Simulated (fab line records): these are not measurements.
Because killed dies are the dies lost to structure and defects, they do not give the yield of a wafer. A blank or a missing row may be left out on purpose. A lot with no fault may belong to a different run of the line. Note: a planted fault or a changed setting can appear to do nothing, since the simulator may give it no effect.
Matching of chambers ; flow gf180mcu ; pecvd-02 running GF_V4_CVD_02: 3 sister chambers
The step deposits SiO2 from TEOS, target thk 850 nm, time 94.851 s. 6 wafers are shown with their chamber, then 10 later ones without.

== WAFERS PAIRED WITH THEIR CHAMBERS ==
wafer;chamber;heater power w (W)
L079.3;2;701
L087.4;2;655
L088.5;0;925
L091.3;0;787
L092.3;1;842
L092.5;1;698

== WAFERS WITHOUT THEIR CHAMBER ==
wafer;heater power w (W)
L092.6;947
L093.1;816
L093.5;785
L093.6;877
L095.1;938
L095.3;613
L095.5;774
L096.1;935
L096.2;801
L096.4;706

== THE CHAMBER EACH PASSED THROUGH ==
wafer;from the rows above;in truth
L092.6;can't be placed: 0 or 1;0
L093.1;can't be placed: 0 or 1 or 2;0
L093.5;can't be placed: 1 or 0 or 2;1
L093.6;can't be placed: 0 or 1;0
L095.1;can't be placed: 0 or 1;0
L095.3;can't be placed: 2 or 1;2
L095.5;can't be placed: 1 or 0 or 2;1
L096.1;can't be placed: 0 or 1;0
L096.2;can't be placed: 1 or 0 or 2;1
L096.4;can't be placed: 2 or 1 or 0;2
Placed correctly: 0 of 10. From these rows, 10 cannot be placed; in 10 the true chamber is one of the candidates. 0 placed wrongly.
How it was worked out, from the rows above alone: a wafer's distance from a chamber is the root of the sum, over the readings, of the square of ((its reading less the chamber's mean) divided by the reading's scatter). The wafer belongs to the nearest chamber; if the next one is less than 2 further off, it can't be placed. A chamber's mean is the mean of its shown wafers. The scatter: take each reading less its chamber's mean, square it, sum over the shown wafers, divide by the number of wafers less the number of chambers, and take the root.
